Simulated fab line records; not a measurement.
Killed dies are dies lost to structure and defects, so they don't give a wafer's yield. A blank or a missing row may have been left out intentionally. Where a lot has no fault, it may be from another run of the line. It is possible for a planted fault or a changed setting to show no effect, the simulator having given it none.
Which tool is to blame?	flow gf180mcu	13 lots with 39 wafers sampled at 2 steps, on a route of 602 steps

WHAT EACH GAUGE READ, for each wafer
GF_M4_OVL_MEAS_15.
lot	measured	on	M4_OVL (nm)
L604	day 23 10:59	overlay-01	-3 -1 -2
L605	day 23 19:27	overlay-01	-3 0 1
L606	day 24 09:31	overlay-02	-9 -14 -1
L607	day 24 18:12	overlay-02	6 8 10
L610	day 25 18:26	overlay-02	5 1 1
L611	day 25 21:27	overlay-01	-4 -5 0
L615	day 27 07:04	overlay-02	13 2 9
L617	day 27 20:24	overlay-02	-8 -4 -8
L618	day 28 04:06	overlay-01	7 8 9
L619	day 28 08:10	overlay-02	-10 -4 -3
L622	day 29 07:08	overlay-02	6 4 0
L624	day 29 19:49	overlay-02	1 -10 -2
L625	day 30 02:15	overlay-02	-7 -11 -4

GF_V4_OVL_MEAS_15.
lot	measured	on	V4_OVL (nm)
L604	day 24 11:16	overlay-02	-5 -7 1
L605	day 24 19:32	overlay-02	6 1 -3
L606	day 25 08:18	overlay-01	-5 -1 10
L607	day 25 17:06	overlay-01	-10 -11 -7
L610	day 26 17:39	overlay-01	-1 -1 -1
L611	day 26 20:06	overlay-02	2 -2 -4
L615	day 28 04:37	overlay-02	-6 4 -6
L617	day 28 17:28	overlay-02	0 -12 -11
L618	day 29 01:33	overlay-02	-8 3 1
L619	day 29 05:08	overlay-01	-3 -2 -3
L622	day 30 03:27	overlay-01	-2 -1 3
L624	day 30 16:08	overlay-01	-13 0 -15
L625	day 30 22:10	overlay-01	-4 -12 -11

WHICH TOOL RAN EACH LOT (tool, then ch and the chambers of the sampled wafers, then the start)
Record: no process step prior to these readings.

AS READ BY THE TOOLS THEMSELVES (means over the sampled wafers that have a number; for cases with no such wafer, the mark the record gives instead)
The record holds no such reading with a usual standard deviation.

THE ANSWER, worked out from the rows above alone
Rule: the lots themselves supply what counts as usual. Put in order of their means at a reading, lots are off if they are a third of the lots or fewer, leave a main group of 4 or more, and stand apart from it by a gap of 3 or more times the standard deviation of the main group's means; of several such gaps the widest counts. The tables above print the reading to a certain number of digits; a main group whose means all agree to those digits is not used. A lot without any number at a reading at which 4 lots or more have one is off too. Any other lot the step has rows for is counted as sound. First the gauges in route order, then the tools' own readings, where a lot's mean is used as printed above. At the first step where some lot is off, the reading lying furthest off is the one used; lots without a number count as furthest.
None of the lots is off at any reading shown; this tells nothing.

WHAT HAD BEEN PUT IN BY THE SIMULATOR
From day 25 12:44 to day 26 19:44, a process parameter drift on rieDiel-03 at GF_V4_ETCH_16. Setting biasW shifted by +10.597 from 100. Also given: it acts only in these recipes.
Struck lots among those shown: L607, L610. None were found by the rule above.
